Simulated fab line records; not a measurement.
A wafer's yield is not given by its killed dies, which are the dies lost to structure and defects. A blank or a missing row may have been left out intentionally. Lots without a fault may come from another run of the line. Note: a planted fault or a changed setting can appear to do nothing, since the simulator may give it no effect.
2 desks looking at one fault -- flow gf180mcu -- each desk has only its own numbers; what lay behind them comes last

== AT THE METROLOGY DESK ==
What the gauges read for every lot (on any tool): the sampled wafers with a number, averaged. Marked OUT: a lot whose mean sits more than 4 standard deviations from the usual mean, which makes it out of limits; the brackets give that distance.
Columns: A = V3_W_RS at GF_V3_RS_MEAS_24, usual 0.328 ohm/sq; B = V3_W_THK at GF_V3_THK_MEAS_25, usual 359 nm
lot,first seen here,A,B
L908,day 22 05:54,0.329,364
L909,day 22 13:53,0.325,362
L910,day 23 00:35,0.327,366
L911,day 23 07:34,0.330,352
L913,day 24 02:06,0.325,356
L914,day 24 12:50,0.328,361
L916,day 25 01:19,0.327,361
L917,day 25 16:16,0.326,366
L921,day 27 03:40,1.102 (+99 or more) OUT,108 (-45) OUT
L923,day 27 20:08,0.743 (+99 or more) OUT,232 (-23) OUT
L929,day 29 11:57,0.325,363
This desk finds L921, L923 out of limits, with the earliest case on L921 at day 27 03:40 (V3_W_RS at GF_V3_RS_MEAS_24). Within limits: L908, L909, L910, L911, L913, L914, L916, L917, L929.

== AT THE TOOL OWNER'S DESK: cvd_w-01 ==
The tool's own readings at GF_V3_CVD_23 (deposits W, target thk 350 nm, time 104.9 s): means of the sampled wafers that have a number, for each lot that ran on this tool. Marked OUT: a lot whose mean sits more than 4 standard deviations from the usual mean, which makes it out of limits; the brackets give that distance.
Columns: A = heater_power_w at GF_V3_CVD_23, usual 812 W; B = susceptor_temp_C at GF_V3_CVD_23, usual 400.00 C
lot,first seen here,A,B
L908,day 22 05:47,804,400.06
L921,day 27 03:32,812,399.87
L923,day 27 20:02,810,400.02
This desk's finding: nothing out of limits on any of the 3 lots.

== BROUGHT TOGETHER ==
Metrology desk: alarm possible at day 27 03:40 on L921, L923.
Nothing out of limits was seen by the tool owner's desk.
On record at the tool owner's desk: L921, L923, within its limits.
Every lot named ran GF_V3_CVD_23 on cvd_w-01.

== WHAT WAS PUT IN BY THE SIMULATOR ==
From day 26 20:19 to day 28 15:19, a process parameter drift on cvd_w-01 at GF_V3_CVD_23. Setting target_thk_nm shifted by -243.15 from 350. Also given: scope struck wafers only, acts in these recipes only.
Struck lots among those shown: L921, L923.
Per desk, hours elapsed from the start of the fault to the first reading out of limits: for the metrology desk, 7.
